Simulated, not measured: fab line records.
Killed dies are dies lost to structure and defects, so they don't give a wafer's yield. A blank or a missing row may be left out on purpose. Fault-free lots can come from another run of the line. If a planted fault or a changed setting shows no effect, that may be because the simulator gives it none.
Chamber matching :: flow sky130 :: 4 sister chambers for SKY_VIA1_CMP_02 on cmp-01
The step polishes SiO2. 8 wafers are shown with their chamber, then 8 later ones without.

== WAFERS PAIRED WITH THEIR CHAMBERS ==
wafer: L077.2
chamber: 0
motor_current_A (A): 11.7
retaining_ring_pressure_frac: 1.001

wafer: L077.6
chamber: 0
motor_current_A (A): 10.9
retaining_ring_pressure_frac: 0.999

wafer: L078.3
chamber: 1
motor_current_A (A): 9.0
retaining_ring_pressure_frac: 0.988

wafer: L080.3
chamber: 1
motor_current_A (A): 9.7
retaining_ring_pressure_frac: 0.990

wafer: L080.4
chamber: 2
motor_current_A (A): 12.4
retaining_ring_pressure_frac: 0.998

wafer: L082.2
chamber: 2
motor_current_A (A): 12.0
retaining_ring_pressure_frac: 1.003

wafer: L082.5
chamber: 3
motor_current_A (A): 11.1
retaining_ring_pressure_frac: 0.999

wafer: L085.3
chamber: 3
motor_current_A (A): 10.9
retaining_ring_pressure_frac: 0.997

== WAFERS WITHOUT THEIR CHAMBER ==
wafer: L085.4
motor_current_A (A): 12.6
retaining_ring_pressure_frac: 1.003

wafer: L085.6
motor_current_A (A): 11.8
retaining_ring_pressure_frac: 0.996

wafer: L088.1
motor_current_A (A): 11.9
retaining_ring_pressure_frac: 1.006

wafer: L088.2
motor_current_A (A): 11.5
retaining_ring_pressure_frac: 1.001

wafer: L088.4
motor_current_A (A): 11.1
retaining_ring_pressure_frac: 0.999

wafer: L096.1
motor_current_A (A): 11.1
retaining_ring_pressure_frac: 1.000

wafer: L096.3
motor_current_A (A): 11.1
retaining_ring_pressure_frac: 1.002

wafer: L096.6
motor_current_A (A): 10.0
retaining_ring_pressure_frac: 0.997

== THE CHAMBER EACH PASSED THROUGH ==
wafer: L085.4
from the rows above: can't be placed: 2 or 0
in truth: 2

wafer: L085.6
from the rows above: can't be placed: 3 or 0 or 2
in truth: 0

wafer: L088.1
from the rows above: can't be placed: 2 or 0 or 3
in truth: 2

wafer: L088.2
from the rows above: can't be placed: 0 or 2 or 3
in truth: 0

wafer: L088.4
from the rows above: can't be placed: 3 or 0
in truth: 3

wafer: L096.1
from the rows above: can't be placed: 0 or 3
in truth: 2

wafer: L096.3
from the rows above: can't be placed: 0 or 3 or 2
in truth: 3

wafer: L096.6
from the rows above: can't be placed: 3 or 0 or 1
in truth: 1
Placed correctly: 0 of 8. Cannot be placed on the basis of these rows: 8; the candidates contain the true chamber in 7. Number placed wrongly: 0.
How it was worked out, from the rows above alone: a wafer's distance from a chamber is the root of the sum, over the readings, of the square of ((its reading less the chamber's mean) divided by the reading's scatter). If the next closest chamber is less than 2 further off than the closest, the wafer can't be placed; otherwise it belongs to the closest. A chamber's mean is the mean of its shown wafers. The scatter: take each reading less its chamber's mean, square it, sum over the shown wafers, divide by the number of wafers less the number of chambers, and take the root.
